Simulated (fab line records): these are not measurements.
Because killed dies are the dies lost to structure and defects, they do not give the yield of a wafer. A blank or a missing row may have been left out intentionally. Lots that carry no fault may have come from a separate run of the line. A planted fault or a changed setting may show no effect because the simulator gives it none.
fab line records + flow sky130
record:
- lots: 12
- wafers: 36
- last-day: 49
route steps=708 shown FIELD_ISO@14 NWELL@81 VT_ADJUST_PCH@152 LDD_N@245 PAD_OPEN@708
lots with no fault: from the same line, run without faults
start-h: the number of hours between the record's first day and the start of the first shown wafer of the lot + wait-h: hours since the lot's step before + " the same as in the row above + L1.1+2: a single row standing in for several wafers + - no value present, or no start provided + * or withheld: withheld + < > ~ a bound
route shown NAME@n: a module of which the file shows steps, and the number in the route of the first + usual: mean and standard deviation over wafers with no fault + same: alike in all rows + chamber/n: place in a boat + sites: readings site by site + _std_site: standard deviation across them + _edge_site: mean of outer sites minus mean of inner sites + radius-mm: for every site, how far away it sits from the centre of the wafer + mask NAME#n: copy n + behind: the most recent tool/chamber to have shaped the wafer + hold: the reason the lot was held/the length of the hold in hours/how it ended + device: the n, p or np transistor that did not switch + end of line: the same wafers' tests at the end of the route + for a step that has no rows: nothing shown but its recipe + killed: dies lost to structure and defects at the first sort, not the wafer's yield + map: per-die view of a wafer (x killed, . not killed, _ where there is no die)
set.NAME: setting as actually run; set.NAME@STEP: the setting as run at that earlier step + model.NAME: the simulator's own value behind a step, which no gauge read
the route's steps for a sample of lots (tables are steps, rows are wafers)
services: when a tool's chamber went out of use (start-h, in hours from the record's first day, below 0 if earlier), for how many hours, and the reason
== steps ==
step: SKY_FIELD_ISO_CD_MEAS_13
recipe:
- target-cd-nm: 150
usual:
- cd-nm: 149.6/1.3
| lot.wafer | tool      | chamber | start-h | wait-h | cd-nm |
|-----------|-----------|---------|---------|--------|-------|
| L524.1    | cd-sem-02 | -       | 29.58   | -      | 149.1 |
| L524.3    | "         | -       | "       | "      | 147.7 |
| L524.5    | "         | -       | "       | "      | 147.5 |
| L525.2    | cd-sem-01 | -       | 33.65   | -      | 150.0 |
| L525.3    | "         | -       | "       | "      | 150.6 |
| L525.5    | "         | -       | "       | "      | 150.7 |
| L526.2    | cd-sem-02 | -       | 39.10   | -      | 151.8 |
| L526.5    | "         | -       | "       | "      | 150.7 |
| L526.6    | "         | -       | "       | "      | 149.4 |
| L527.1    | cd-sem-02 | -       | 44.92   | -      | 150.3 |
| L527.4    | "         | -       | "       | "      | 151.2 |
| L527.6    | "         | -       | "       | "      | 149.3 |
| L528.1    | cd-sem-02 | -       | 50.87   | -      | 148.7 |
| L528.4    | "         | -       | "       | "      | 148.2 |
| L528.6    | "         | -       | "       | "      | 148.9 |
| L529.2    | cd-sem-02 | -       | 54.45   | -      | 147.2 |
| L529.4    | "         | -       | "       | "      | 147.6 |
| L529.5    | "         | -       | "       | "      | 147.8 |
| L530.2    | cd-sem-02 | -       | 61.45   | -      | 151.2 |
| L530.3    | "         | -       | "       | "      | 151.3 |
| L530.5    | "         | -       | "       | "      | 149.6 |
| L532.1    | cd-sem-01 | -       | 71.58   | -      | 149.2 |
| L532.2    | "         | -       | "       | "      | 147.8 |
| L532.5    | "         | -       | "       | "      | 147.6 |
| L538.1    | cd-sem-02 | -       | 102.13  | -      | 149.5 |
| L538.2    | "         | -       | "       | "      | 149.2 |
| L538.6    | "         | -       | "       | "      | 151.7 |
| L540.3    | cd-sem-01 | -       | 112.06  | -      | 149.0 |
| L540.5    | "         | -       | "       | "      | 148.8 |
| L540.6    | "         | -       | "       | "      | 149.1 |
| L542.2    | cd-sem-01 | -       | 121.94  | -      | 148.6 |
| L542.3    | "         | -       | "       | "      | 148.4 |
| L542.6    | "         | -       | "       | "      | 149.8 |
| L545.1    | cd-sem-01 | -       | 138.77  | -      | 149.4 |
| L545.3    | "         | -       | "       | "      | 149.1 |
| L545.5    | "         | -       | "       | "      | 148.7 |
step: SKY_NWELL_RTA_28
recipe:
- temp-c: 1050
- time-s: 30
- idle-temp-c: 650
- ramp-up-c-per-s: 150
- ramp-down-c-per-s: 90
- ambient: N2
usual:
- lamp-power-pct: 25.30/0.056
- wafer_temp_C_max: 1054.9/0.95
| lot.wafer | tool          | chamber | start-h | wait-h | lamp-power-pct | wafer_temp_C_max |
|-----------|---------------|---------|---------|--------|----------------|------------------|
| L524.1    | rtp-anneal-02 | 0       | 104.97  | 0.0    | 25.26          | 1053.5           |
| L524.3    | "             | 0       | "       | "      | 25.34          | 1055.7           |
| L524.5    | "             | 0       | "       | "      | 25.36          | 1055.3           |
| L525.2    | rtp-anneal-01 | 0       | 108.43  | 0.0    | 25.25          | 1055.0           |
| L525.3    | "             | 0       | "       | "      | 25.32          | 1055.7           |
| L525.5    | "             | 0       | "       | "      | 25.28          | 1054.5           |
| L526.2    | rtp-anneal-01 | 0       | 115.00  | 0.0    | 25.31          | 1053.0           |
| L526.5    | "             | 0       | "       | "      | 25.24          | 1054.6           |
| L526.6    | "             | 0       | "       | "      | 25.25          | 1055.4           |
| L527.1    | rtp-anneal-01 | 0       | 120.22  | 0.0    | 25.32          | 1054.4           |
| L527.4    | "             | 0       | "       | "      | 25.41          | 1055.3           |
| L527.6    | "             | 0       | "       | "      | 25.29          | 1054.9           |
| L528.1    | rtp-anneal-01 | 0       | 129.63  | 0.0    | 25.31          | 1055.0           |
| L528.4    | "             | 0       | "       | "      | 25.41          | 1055.8           |
| L528.6    | "             | 0       | "       | "      | 25.26          | 1054.6           |
| L529.2    | rtp-anneal-02 | 0       | 131.19  | 0.0    | 25.36          | 1056.6           |
| L529.4    | "             | 0       | "       | "      | 25.31          | 1054.9           |
| L529.5    | "             | 0       | "       | "      | 25.36          | 1054.6           |
| L530.2    | rtp-anneal-01 | 0       | 141.05  | 0.0    | 25.36          | 1053.2           |
| L530.3    | "             | 0       | "       | "      | 25.34          | 1055.3           |
| L530.5    | "             | 0       | "       | "      | 25.20          | 1054.7           |
| L532.1    | rtp-anneal-01 | 0       | 155.88  | 0.0    | 25.29          | 1054.9           |
| L532.2    | "             | 0       | "       | "      | 25.20          | 1056.0           |
| L532.5    | "             | 0       | "       | "      | 25.25          | 1054.0           |
| L538.1    | rtp-anneal-01 | 0       | 187.93  | 0.0    | 25.31          | 1055.4           |
| L538.2    | "             | 0       | "       | "      | 25.34          | 1054.7           |
| L538.6    | "             | 0       | "       | "      | 25.23          | 1054.1           |
| L540.3    | rtp-anneal-01 | 0       | 203.09  | 0.0    | 25.34          | 1054.8           |
| L540.5    | "             | 0       | "       | "      | 25.25          | 1055.9           |
| L540.6    | "             | 0       | "       | "      | 25.30          | 1054.4           |
| L542.2    | rtp-anneal-01 | 0       | 208.38  | 0.0    | 25.19          | 1055.1           |
| L542.3    | "             | 0       | "       | "      | 25.31          | 1056.3           |
| L542.6    | "             | 0       | "       | "      | 25.25          | 1053.7           |
| L545.1    | rtp-anneal-01 | 0       | 228.43  | 0.0    | 25.29          | 1054.6           |
| L545.3    | "             | 0       | "       | "      | 25.27          | 1054.7           |
| L545.5    | "             | 0       | "       | "      | 25.28          | 1054.5           |
step: SKY_VT_ADJUST_PCH_STRIP_09
recipe:
- chemistry: O2/N2
- power-w: 1400
- pressure-mtorr: 1500
- platen-temp-c: withheld
- o2-flow-sccm: 3000
- n2-flow-sccm: 300
- overash-fraction: 0.5
usual:
- chamber-pressure-mTorr: 1499.9/1.6
- drypump-motor-current-A: 5.6/0.62
- oes-product-au: 0.722/0.0044
- strip-time-to-endpoint-s: 36.95/0.11
| lot.wafer | tool            | chamber | start-h | wait-h | chamber-pressure-mTorr | drypump-motor-current-A | oes-product-au | rf-hours-counter-h | strip-time-to-endpoint-s |
|-----------|-----------------|---------|---------|--------|------------------------|-------------------------|----------------|--------------------|--------------------------|
| L524.1    | plasma-asher-03 | 0       | 225.71  | 0.1    | 1497.7                 | 5.8                     | 0.720          | 42                 | 36.86                    |
| L524.3    | "               | 1       | "       | "      | 1502.5                 | 5.3                     | 0.720          | -                  | 36.86                    |
| L524.5    | "               | 1       | "       | "      | 1499.6                 | 5.3                     | 0.721          | -                  | 36.90                    |
| L525.2    | plasma-asher-02 | 0       | 227.56  | 0.1    | 1499.8                 | 6.2                     | 0.715          | 56                 | 36.73                    |
| L525.3    | "               | 0       | "       | "      | 1496.7                 | 6.2                     | 0.722          | -                  | 36.72                    |
| L525.5    | "               | 0       | "       | "      | 1500.4                 | 6.2                     | 0.728          | -                  | 36.62                    |
| L526.2    | plasma-asher-02 | 0       | 240.76  | 0.1    | 1501.1                 | 6.2                     | 0.723          | 57                 | 36.80                    |
| L526.5    | "               | 1       | "       | "      | 1498.9                 | 5.1                     | 0.719          | -                  | 36.84                    |
| L526.6    | "               | 0       | "       | "      | 1500.3                 | 6.2                     | 0.729          | -                  | 36.79                    |
| L527.1    | plasma-asher-04 | 0       | 244.96  | 0.1    | 1498.1                 | 6.5                     | 0.718          | 56                 | 36.80                    |
| L527.4    | "               | 0       | "       | "      | 1500.0                 | 6.5                     | 0.724          | -                  | 36.93                    |
| L527.6    | "               | 1       | "       | "      | 1500.9                 | 4.7                     | 0.725          | -                  | 36.77                    |
| L528.1    | plasma-asher-04 | 1       | 251.22  | 0.1    | 1500.1                 | 4.8                     | 0.715          | 57                 | 36.75                    |
| L528.4    | "               | 1       | "       | "      | 1499.3                 | 4.7                     | 0.731          | -                  | 36.81                    |
| L528.6    | "               | 0       | "       | "      | 1499.3                 | 6.5                     | 0.719          | -                  | 36.84                    |
| L529.2    | plasma-asher-02 | 1       | 263.27  | 0.1    | 1501.8                 | 5.2                     | 0.729          | 60                 | 37.07                    |
| L529.4    | "               | 0       | "       | "      | 1502.5                 | 6.2                     | 0.720          | -                  | 37.23                    |
| L529.5    | "               | 0       | "       | "      | 1499.2                 | 6.2                     | 0.719          | -                  | 37.08                    |
| L530.2    | plasma-asher-02 | 1       | 269.57  | 0.1    | 1498.0                 | 5.2                     | 0.715          | 60                 | 36.86                    |
| L530.3    | "               | 0       | "       | "      | 1497.7                 | 6.2                     | 0.722          | -                  | 36.91                    |
| L530.5    | "               | 0       | "       | "      | 1497.3                 | 6.2                     | 0.724          | -                  | 36.81                    |
| L532.1    | plasma-asher-04 | 1       | 290.00  | 0.1    | 1499.8                 | 4.7                     | 0.724          | 60                 | 36.99                    |
| L532.2    | "               | 0       | "       | "      | 1497.5                 | 6.5                     | 0.723          | 60                 | 36.99                    |
| L532.5    | "               | 0       | "       | "      | 1497.5                 | 6.5                     | 0.726          | -                  | 37.00                    |
| L538.1    | plasma-asher-03 | 0       | 327.87  | 0.1    | 1498.4                 | 5.8                     | 0.723          | 52                 | 37.18                    |
| L538.2    | "               | 1       | "       | "      | 1499.0                 | 5.3                     | 0.727          | 52                 | 37.13                    |
| L538.6    | "               | 1       | "       | "      | 1499.9                 | 5.3                     | 0.722          | -                  | 37.18                    |
| L540.3    | plasma-asher-04 | 1       | 344.48  | 0.1    | 1500.9                 | 4.7                     | 0.717          | -                  | 36.94                    |
| L540.5    | "               | 0       | "       | "      | 1500.2                 | 6.5                     | 0.719          | -                  | 37.13                    |
| L540.6    | "               | 1       | "       | "      | 1501.4                 | 4.7                     | 0.727          | -                  | 37.08                    |
| L542.2    | plasma-asher-03 | 0       | 353.87  | 0.1    | 1501.4                 | 5.8                     | 0.720          | 55                 | 36.98                    |
| L542.3    | "               | 1       | "       | "      | 1500.5                 | 5.3                     | 0.727          | -                  | 37.04                    |
| L542.6    | "               | 1       | "       | "      | 1501.3                 | 5.3                     | 0.721          | -                  | 37.03                    |
| L545.1    | plasma-asher-04 | 0       | 379.65  | 0.1    | 1500.5                 | 6.5                     | 0.727          | 68                 | 36.91                    |
| L545.3    | "               | 0       | "       | "      | 1498.1                 | 6.5                     | 0.722          | -                  | 36.88                    |
| L545.5    | "               | 1       | "       | "      | 1499.6                 | 4.7                     | 0.721          | -                  | 36.91                    |
step: SKY_LDD_N_IMPLANT_08
recipe:
- species: As
- energy-kev: 20
- dose-cm2: 7.5e+13
- tilt-deg: withheld
- rotation-deg: 23
usual:
- dose-ions-cm2: 7.502e+13/8.8e+10
- end-station-pressure-torr: 5.34e-06/2.7e-07
- faraday-current-uA: 423/8.8
| lot.wafer | tool         | chamber | start-h | wait-h | dose-ions-cm2 | end-station-pressure-torr | faraday-current-uA |
|-----------|--------------|---------|---------|--------|---------------|---------------------------|--------------------|
| L524.1    | implanter-02 | 0       | 400.22  | 0.0    | 7.51e+13      | 5.75e-06                  | 425                |
| L524.3    | "            | 0       | "       | "      | 7.509e+13     | 5.59e-06                  | 422                |
| L524.5    | "            | 0       | "       | "      | 7.512e+13     | 5.48e-06                  | 432                |
| L525.2    | implanter-01 | 0       | 402.04  | 0.0    | 7.498e+13     | 5.35e-06                  | 414                |
| L525.3    | "            | 0       | "       | "      | 7.49e+13      | 5.51e-06                  | 431                |
| L525.5    | "            | 0       | "       | "      | 7.495e+13     | 5.2e-06                   | 420                |
| L526.2    | implanter-01 | 0       | 421.54  | 0.0    | 7.488e+13     | 5.29e-06                  | 427                |
| L526.5    | "            | 0       | "       | "      | 7.496e+13     | 5.7e-06                   | 434                |
| L526.6    | "            | 0       | "       | "      | 7.483e+13     | 5.18e-06                  | 414                |
| L527.1    | implanter-02 | 0       | 421.61  | 0.0    | 7.5e+13       | 4.9e-06                   | 423                |
| L527.4    | "            | 0       | "       | "      | 7.507e+13     | 5.07e-06                  | 422                |
| L527.6    | "            | 0       | "       | "      | 7.514e+13     | 5.7e-06                   | 423                |
| L528.1    | implanter-01 | 0       | 434.07  | 0.0    | 7.503e+13     | 5.72e-06                  | 421                |
| L528.4    | "            | 0       | "       | "      | 7.501e+13     | 5.29e-06                  | 439                |
| L528.6    | "            | 0       | "       | "      | 7.501e+13     | 5.1e-06                   | 422                |
| L529.2    | implanter-01 | 0       | 446.84  | 0.0    | 7.499e+13     | 4.74e-06                  | 417                |
| L529.4    | "            | 0       | "       | "      | 7.511e+13     | 5.69e-06                  | 413                |
| L529.5    | "            | 0       | "       | "      | 7.507e+13     | 5.84e-06                  | 421                |
| L530.2    | implanter-03 | 0       | 456.99  | 0.0    | 7.514e+13     | 5.39e-06                  | 411                |
| L530.3    | "            | 0       | "       | "      | 7.505e+13     | 5.47e-06                  | 445                |
| L530.5    | "            | 0       | "       | "      | 7.51e+13      | 5.31e-06                  | 431                |
| L532.1    | implanter-02 | 0       | 486.11  | 0.0    | 7.511e+13     | 5.26e-06                  | 416                |
| L532.2    | "            | 0       | "       | "      | 7.511e+13     | 5.24e-06                  | 412                |
| L532.5    | "            | 0       | "       | "      | 7.517e+13     | 5.33e-06                  | 428                |
| L538.1    | implanter-02 | 0       | 526.56  | 0.0    | 7.51e+13      | 5e-06                     | 430                |
| L538.2    | "            | 0       | "       | "      | 7.508e+13     | 4.93e-06                  | 435                |
| L538.6    | "            | 0       | "       | "      | 7.506e+13     | 5.19e-06                  | 426                |
| L540.3    | implanter-02 | 0       | 541.61  | 0.1    | 8.579e+13     | 5.19e-06                  | 480                |
| L540.5    | "            | 0       | "       | "      | 8.568e+13     | 5.82e-06                  | 481                |
| L540.6    | "            | 0       | "       | "      | 8.569e+13     | 5.31e-06                  | 480                |
| L542.2    | implanter-02 | 0       | 553.59  | 0.0    | 8.561e+13     | 4.88e-06                  | 460                |
| L542.3    | "            | 0       | "       | "      | 8.563e+13     | 5.17e-06                  | 472                |
| L542.6    | "            | 0       | "       | "      | 8.565e+13     | 5.23e-06                  | 479                |
| L545.1    | implanter-03 | 0       | 577.46  | 0.0    | 7.51e+13      | 5.39e-06                  | 420                |
| L545.3    | "            | 0       | "       | "      | 7.502e+13     | 5.71e-06                  | 430                |
| L545.5    | "            | 0       | "       | "      | 7.507e+13     | 4.96e-06                  | 430                |
step: SKY_PAD_OPEN_PROBE_99
usual:
- killed_at_M0_to_M3: 43/6.4
- killed_at_M4_up: 2.9/1.7
- killed-at-contacts: 24/5
- killed-at-front-end: 15/4
- killed-at-other: 0.4/0.62
- killed-dies: 86/9.3
- killed-open: 47/6.8
- killed-short: 38/5.8
same:
- gross-dies: 492
- killed-at-back-side: 0
| lot.wafer | tool      | chamber | start-h | wait-h | killed_at_M0_to_M3 | killed_at_M4_up | killed-at-contacts | killed-at-front-end | killed-at-other | killed-dies | killed-open | killed-short |
|-----------|-----------|---------|---------|--------|--------------------|-----------------|--------------------|---------------------|-----------------|-------------|-------------|--------------|
| L542.2    | prober-02 | -       | 1168.81 | 0.1    | 46                 | 2               | 31                 | 12                  | 0               | 91          | 54          | 37           |
| L542.3    | prober-02 | -       | 1168.86 | 0.2    | 40                 | 4               | 27                 | 12                  | 1               | 84          | 48          | 36           |
| L542.6    | prober-02 | -       | 1169.01 | 0.2    | 46                 | 2               | 21                 | 17                  | 0               | 86          | 45          | 40           |
killed by level:class
L542.2 VIA1:geometric-particle:open=14 CONTACT:geometric-particle:open=9 METAL2:geometric-particle:short=8 FIELD_ISO:geometric-particle:open=6 LI_CONTACT:geometric-particle:open=6 LOCAL_INTERCONNECT:geometric-particle:short=6 CONTACT:geometric-particle:short=6 METAL1:geometric-particle:short=6
L542.3 VIA1:geometric-particle:open=13 METAL1:geometric-particle:short=9 CONTACT:geometric-particle:open=8 LI_CONTACT:geometric-particle:open=7 LI_CONTACT:geometric-particle:short=5 CONTACT:geometric-particle:short=5 VIA3:geometric-particle:open=4 FIELD_ISO:geometric-particle:open=3
L542.6 VIA1:geometric-particle:open=12 CONTACT:geometric-particle:short=7 METAL2:geometric-particle:short=7 POLY_GATE:geometric-particle:open=5 CONTACT:geometric-particle:open=5 VIA2:geometric-particle:short=4 VIA2:geometric-particle:open=4 VIA3:geometric-particle:open=4
== services ==
| tool            | chamber | start-h | hours | kind   |
|-----------------|---------|---------|-------|--------|
| implanter-01    | -       | 99.14   | 4.9   | repair |
| implanter-02    | -       | 107.24  | 2.9   | repair |
| implanter-02    | -       | 148.23  | 1.9   | pm     |
| implanter-01    | -       | 163.83  | 5.6   | repair |
| implanter-02    | -       | 175.19  | 6.0   | pm     |
| implanter-02    | -       | 185.45  | 0.8   | repair |
| plasma-asher-04 | -       | 211.23  | 2.8   | repair |
| plasma-asher-02 | -       | 228.84  | 0.3   | repair |
| implanter-02    | -       | 301.85  | 6.8   | pm     |
| plasma-asher-04 | -       | 328.91  | 11.8  | repair |
| implanter-02    | -       | 342.85  | 1.2   | repair |
| rtp-anneal-01   | -       | 365.86  | 3.5   | pm     |
| implanter-01    | -       | 391.78  | 1.7   | repair |
| plasma-asher-04 | -       | 399.03  | 1.3   | repair |
| plasma-asher-02 | -       | 421.25  | 9.0   | pm     |
| rtp-anneal-01   | -       | 428.03  | 1.2   | pm     |
| implanter-01    | -       | 429.01  | 3.3   | repair |
| plasma-asher-02 | -       | 436.00  | 8.8   | repair |
| implanter-01    | -       | 438.90  | 3.2   | repair |
| implanter-01    | -       | 449.73  | 4.5   | pm     |
| plasma-asher-02 | -       | 450.15  | 1.2   | repair |
| plasma-asher-02 | -       | 468.69  | 10.2  | repair |
| plasma-asher-02 | -       | 529.87  | 14.6  | pm     |
| implanter-01    | -       | 533.10  | 15.1  | repair |
== key ==
first-sign:
- step: SKY_LDD_N_IMPLANT_08
- reading: dose-ions-cm2
- direction: up
- sigmas: 99+
- usual: *
- struck: *
effect:
- step: SKY_LDD_N_IMPLANT_08
- reading: faraday-current-uA
- direction: up
- sigmas: 6
- usual: 423
- struck: 475
met-at SKY_LDD_N_IMPLANT_08
struck-lots L540,L542
tester-left-out L540,L542
not-acting-at SKY_FIELD_ISO_CD_MEAS_13,SKY_NWELL_RTA_28,SKY_VT_ADJUST_PCH_STRIP_09
onset-between 526.56 541.61
fault:
- kind: process-parameter-drift
- tool: implanter-02
- chamber: -
- onset-h: 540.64
- steps: SKY_LDD_N_IMPLANT_08
- channel: dose-cm2
- offset: *
- shape: step
- end-h: 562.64
- acts-in: *
- stated: *
tester-left-out: of these lots the tester's yield and bins aren't shown, on N5 and GAA mostly nor the transistor test; their killed dies are dies lost to structure and defects alone, not to doping, threshold or leakage, so they don't give the yield
